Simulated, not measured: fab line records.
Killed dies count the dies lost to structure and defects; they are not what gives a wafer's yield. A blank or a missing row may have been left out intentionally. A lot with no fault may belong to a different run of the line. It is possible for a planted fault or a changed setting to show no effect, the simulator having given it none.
fab line records ; flow sky130 ; part 2 of 2: steps 32 to 41 of 41
record: lots: 5; wafers: 15; last-day: 49
route steps=708 shown CAP2M@619 METAL4@621 VIA4@639
lots with no fault: from the same line, run without faults
start-h: hours from the record's opening day to when the first of the lot's shown wafers began ; wait-h: hours since the lot's step before ; " same as the row above ; L1.1+2: a single row standing in for several wafers ; - value missing, or start not given ; * or withheld: withheld ; < > ~ a bound
route shown NAME@n: a module of which the file shows steps, and the number in the route of the first ; usual: mean and standard deviation over wafers with no fault ; same: alike in all rows ; chamber/n: place in a boat ; sites: readings site by site ; _std_site: their standard deviation ; _edge_site: the outer-site mean with the inner-site mean subtracted ; radius-mm: for every site, how far away it sits from the centre of the wafer ; mask NAME#n: copy n ; behind: the most recent tool/chamber to have shaped the wafer ; hold: the reason the lot was held/the length of the hold in hours/how it ended ; device: transistor that didn't switch, given as n, p or np ; end of line: the tests these same wafers got at the end of their route ; a step with no rows: only its recipe ; killed: dies that structure and defects cost at the first sort, which is not the same as the wafer's yield ; map: the dies of a wafer, with x for killed, . for not killed, _ for no die there
set.NAME: the setting the step ran with; set.NAME@STEP: the setting that earlier step ran with ; model.NAME: the simulator's own value behind a step, which no gauge read
a table for each step, a row for each wafer; lots at some steps of the route
services: the hour from which a tool's chamber was out of use, counted from the record's first day as start-h (under 0 if before that day), plus the number of hours and why
== steps ==
step: SKY_VIA4_OVL_MEAS_11
usual: VIA4_OVL: 0.0/1.6
lot.wafer;tool;chamber;start-h;wait-h;VIA4_OVL[nm]
L075.2;overlay-02;-;1018.48;0.1;-0.7
L075.4;overlay-02;-;1018.48;0.1;1.0
L075.6;overlay-02;-;1018.48;0.1;-1.4
L078.1;overlay-02;-;1030.44;0.1;0.0
L078.4;overlay-02;-;1030.44;0.1;-0.5
L078.5;overlay-02;-;1030.44;0.1;0.7
L081.1;overlay-01;-;1056.72;0.1;-0.6
L081.3;overlay-01;-;1056.72;0.1;0.8
L081.4;overlay-01;-;1056.72;0.1;-0.3
L086.1;overlay-01;-;1085.44;0.1;3.3
L086.3;overlay-01;-;1085.44;0.1;1.9
L086.5;overlay-01;-;1085.44;0.1;2.9
L090.1;overlay-02;-;1108.34;0.1;-0.9
L090.2;overlay-02;-;1108.34;0.1;-0.9
L090.4;overlay-02;-;1108.34;0.1;-2.6
step: SKY_VIA4_ETCH_12
recipe: target: SiO2; chemistry: C4F8/O2/Ar; stop-on: TiN; mask-material: NOVOLAK; source-w: 1500; bias-w: 1200; pressure-mtorr: 40; c4f8-flow-sccm: withheld; O2_flow_sccm: 6; Ar_flow_sccm: 300; time-s: withheld; target-depth-a: 5800
usual: oes-product-au: 0.925/0.0047
lot.wafer;tool;chamber;start-h;wait-h;oes-product-au
L075.2;rie-diel-02;1;1018.51;0.0;0.926
L075.4;rie-diel-02;0;1018.51;0.0;0.929
L075.6;rie-diel-02;1;1018.51;0.0;0.928
L078.1;rie-diel-04;1;1030.48;0.0;0.919
L078.4;rie-diel-04;3;1030.48;0.0;0.934
L078.5;rie-diel-04;0;1030.48;0.0;0.929
L081.1;rie-diel-04;0;1056.76;0.0;0.932
L081.3;rie-diel-04;3;1056.76;0.0;0.929
L081.4;rie-diel-04;0;1056.76;0.0;0.923
L086.1;rie-diel-03;1;1085.48;0.0;0.919
L086.3;rie-diel-03;2;1085.48;0.0;0.924
L086.5;rie-diel-03;2;1085.48;0.0;0.927
L090.1;rie-diel-04;2;1108.38;0.0;0.918
L090.2;rie-diel-04;0;1108.38;0.0;0.928
L090.4;rie-diel-04;1;1108.38;0.0;0.923
step: SKY_VIA4_STRIP_13
recipe: chemistry: O2/N2; power-w: 1400; pressure-mtorr: 1500; platen-temp-c: withheld; o2-flow-sccm: 3000; n2-flow-sccm: 300; overash-fraction: 0.5
usual: drypump-motor-current-A: 5.82/0.27; oes-product-au: 0.710/0.0051; strip-time-to-endpoint-s: 12.805/0.029
lot.wafer;tool;chamber;start-h;wait-h;drypump-motor-current-A;oes-product-au;rf-hours-counter-h;strip-time-to-endpoint-s
L075.2;plasma-asher-01;1;1018.58;-;6.02;0.705;59;12.805
L075.4;plasma-asher-01;1;1018.58;-;5.99;0.714;-;12.778
L075.6;plasma-asher-01;1;1018.58;-;6.01;0.710;-;12.780
L078.1;plasma-asher-01;1;1030.55;-;6.02;0.705;61;12.798
L078.4;plasma-asher-01;0;1030.55;-;5.42;0.702;-;12.797
L078.5;plasma-asher-01;1;1030.55;-;5.99;0.705;-;12.797
L081.1;plasma-asher-04;0;1056.87;-;5.68;0.713;91;12.862
L081.3;plasma-asher-04;0;1056.87;-;5.67;0.713;-;12.839
L081.4;plasma-asher-04;1;1056.87;-;5.86;0.711;-;12.834
L086.1;plasma-asher-01;0;1085.55;-;5.42;0.710;66;12.843
L086.3;plasma-asher-01;0;1085.55;-;5.43;0.707;-;12.774
L086.5;plasma-asher-01;0;1085.55;-;5.41;0.715;-;12.812
L090.1;plasma-asher-01;0;1108.45;-;5.43;0.704;68;12.795
L090.2;plasma-asher-01;1;1108.45;-;6.02;0.717;68;12.791
L090.4;plasma-asher-01;1;1108.45;-;6.02;0.704;-;12.787
step: SKY_VIA4_STRIP_14
recipe: chemistry: post-etch-residue-remover; time-s: 1200; temp-c: 72.5
lot.wafer;tool;chamber;start-h;wait-h
L075.2+4+6;wet-bench-02;2;1018.68;0.1
L078.1+4+5;wet-bench-02;2;1030.65;0.1
L081.1+3+4;wet-bench-04;3;1056.97;0.1
L086.1+3+5;wet-bench-04;2;1085.65;0.1
L090.1+2+4;wet-bench-02;3;1108.55;0.1
step: SKY_VIA4_CLEAN_15
recipe: chemistry: IPA; time-s: 180; temp-c: 25
lot.wafer;tool;chamber;start-h;wait-h
L075.2+4+6;wet-bench-04;3;1019.09;0.0
L078.1+4+5;wet-bench-01;0;1030.99;0.0
L081.1+3+4;wet-bench-02;1;1057.31;0.0
L086.1+3+5;wet-bench-01;3;1085.99;0.0
L090.1+2+4;wet-bench-01;3;1108.92;0.0
step: SKY_VIA4_CLEAN_16
recipe: chemistry: O3/DIW; dry: n2-spin
lot.wafer;tool;chamber;start-h;wait-h
L075.2+4+6;wet-bench-01;3;1019.15;0.0
L078.1+4+5;wet-bench-04;0;1031.05;0.0
L081.1+3+4;wet-bench-01;0;1057.37;0.0
L086.1+3+5;wet-bench-02;1;1086.05;0.0
L090.1+2+4;wet-bench-04;0;1108.98;0.0
step: SKY_VIA4_SPUTTER_17
recipe: material: TiN; target-thk-nm: 20; chamber-pressure-pa: 5; power-w: 4000; time-s: 80
usual: chamber-pressure-pa: 4.999/0.0091; throttle-valve-pct: 29.7/0.89
lot.wafer;tool;chamber;start-h;wait-h;chamber-pressure-pa;throttle-valve-pct
L075.2;pvd-sputter-03;-;1019.24;0.0;5.009;29.8
L075.4;pvd-sputter-03;-;1019.24;0.0;4.973;30.2
L075.6;pvd-sputter-03;-;1019.24;0.0;4.985;30.4
L078.1;pvd-sputter-04;-;1031.15;0.0;4.987;29.6
L078.4;pvd-sputter-04;-;1031.15;0.0;5.002;28.0
L078.5;pvd-sputter-04;-;1031.15;0.0;4.989;28.8
L081.1;pvd-sputter-04;-;1057.47;0.0;4.997;29.0
L081.3;pvd-sputter-04;-;1057.47;0.0;5.011;27.7
L081.4;pvd-sputter-04;-;1057.47;0.0;4.989;30.3
L086.1;pvd-sputter-03;-;1086.14;0.0;4.999;28.8
L086.3;pvd-sputter-03;-;1086.14;0.0;5.011;28.2
L086.5;pvd-sputter-03;-;1086.14;0.0;5.004;28.9
L090.1;pvd-sputter-04;-;1109.07;0.0;5.003;30.3
L090.2;pvd-sputter-04;-;1109.07;0.0;5.010;30.5
L090.4;pvd-sputter-04;-;1109.07;0.0;5.008;30.3
step: SKY_VIA4_CVD_18
recipe: material: W; target-thk-nm: 505; time-s: 152.14; temp-c: 400; pressure-torr: 40
usual: heater-power-w: 851/91
lot.wafer;tool;chamber;start-h;wait-h;heater-power-w
L075.2;cvd-w-02;0;1019.30;0.0;765
L075.4;cvd-w-02;0;1019.30;0.0;764
L075.6;cvd-w-02;1;1019.30;0.0;976
L078.1;cvd-w-02;1;1031.21;0.0;991
L078.4;cvd-w-02;0;1031.21;0.0;759
L078.5;cvd-w-02;0;1031.21;0.0;766
L081.1;cvd-w-02;0;1057.53;0.0;758
L081.3;cvd-w-02;0;1057.53;0.0;766
L081.4;cvd-w-02;1;1057.53;0.0;975
L086.1;cvd-w-01;1;1086.20;0.0;849
L086.3;cvd-w-01;0;1086.20;0.0;790
L086.5;cvd-w-01;1;1086.20;0.0;856
L090.1;cvd-w-02;0;1109.13;0.0;739
L090.2;cvd-w-02;1;1109.13;0.0;1006
L090.4;cvd-w-02;0;1109.13;0.0;765
step: SKY_VIA4_RS_MEAS_19
recipe: thk-meas-gauge: four-point-probe; reads: W_of_VIA4_CVD_18+TiN_of_VIA4_SPUTTER_17
usual: VIA4_W_RS: 0.227/0.0031
lot.wafer;tool;chamber;start-h;wait-h;VIA4_W_RS[ohm/sq]
L075.2;film-metro-02;-;1019.47;0.1;0.228
L075.4;film-metro-02;-;1019.47;0.1;0.223
L075.6;film-metro-02;-;1019.47;0.1;0.228
L078.1;film-metro-04;-;1031.36;0.1;0.228
L078.4;film-metro-04;-;1031.36;0.1;0.225
L078.5;film-metro-04;-;1031.36;0.1;0.226
L081.1;film-metro-02;-;1057.68;0.1;0.225
L081.3;film-metro-02;-;1057.68;0.1;0.223
L081.4;film-metro-02;-;1057.68;0.1;0.227
L086.1;film-metro-04;-;1086.35;0.1;0.230
L086.3;film-metro-04;-;1086.35;0.1;0.225
L086.5;film-metro-04;-;1086.35;0.1;0.232
L090.1;film-metro-02;-;1109.29;0.1;0.230
L090.2;film-metro-02;-;1109.29;0.1;0.234
L090.4;film-metro-02;-;1109.29;0.1;0.228
step: SKY_VIA4_THK_MEAS_20
recipe: thk-meas-gauge: xrf; reads: W_of_VIA4_CVD_18
usual: VIA4_W_THK: 494/9
lot.wafer;tool;chamber;start-h;wait-h;VIA4_W_THK[nm]
L075.2;film-metro-02;-;1019.58;0.1;507
L075.4;film-metro-02;-;1019.58;0.1;513
L075.6;film-metro-02;-;1019.58;0.1;506
L078.1;film-metro-04;-;1031.48;0.1;487
L078.4;film-metro-04;-;1031.48;0.1;496
L078.5;film-metro-04;-;1031.48;0.1;494
L081.1;film-metro-02;-;1057.80;0.1;506
L081.3;film-metro-02;-;1057.80;0.1;509
L081.4;film-metro-02;-;1057.80;0.1;501
L086.1;film-metro-04;-;1086.47;0.1;478
L086.3;film-metro-04;-;1086.47;0.1;490
L086.5;film-metro-04;-;1086.47;0.1;479
L090.1;film-metro-02;-;1109.41;0.1;496
L090.2;film-metro-02;-;1109.41;0.1;489
L090.4;film-metro-02;-;1109.41;0.1;502
== services ==
tool;chamber;start-h;hours;kind
krf-scanner-02;-;951.06;0.2;repair
krf-scanner-02;-;951.79;5.4;repair
cvd-w-02;-;953.39;1.9;repair
pvd-sputter-04;-;957.31;26.4;repair
hdpcvd-01;-;976.31;5.5;pm
iline-stepper-02;-;986.77;8.9;repair
krf-scanner-02;-;988.69;1.0;pm
cmp-02;-;1004.17;2.8;repair
plasma-asher-01;-;1006.28;4.5;repair
iline-stepper-02;-;1026.88;3.5;repair
pvd-sputter-04;-;1033.29;4.7;repair
iline-stepper-02;-;1036.36;1.3;repair
hdpcvd-01;-;1037.28;2.6;repair
cmp-02;-;1038.21;4.4;pm
krf-scanner-02;-;1048.88;5.5;pm
iline-stepper-02;-;1051.55;1.7;pm
rie-diel-04;2;1052.98;7.2;repair
krf-scanner-02;-;1057.76;1.3;pm
cmp-02;-;1062.61;0.8;repair
cmp-02;-;1080.33;3.2;repair
cmp-02;-;1084.00;4.0;pm
rie-diel-02;1;1087.98;21.8;repair
krf-scanner-02;-;1096.03;0.8;pm
iline-stepper-02;-;1099.88;28.9;pm
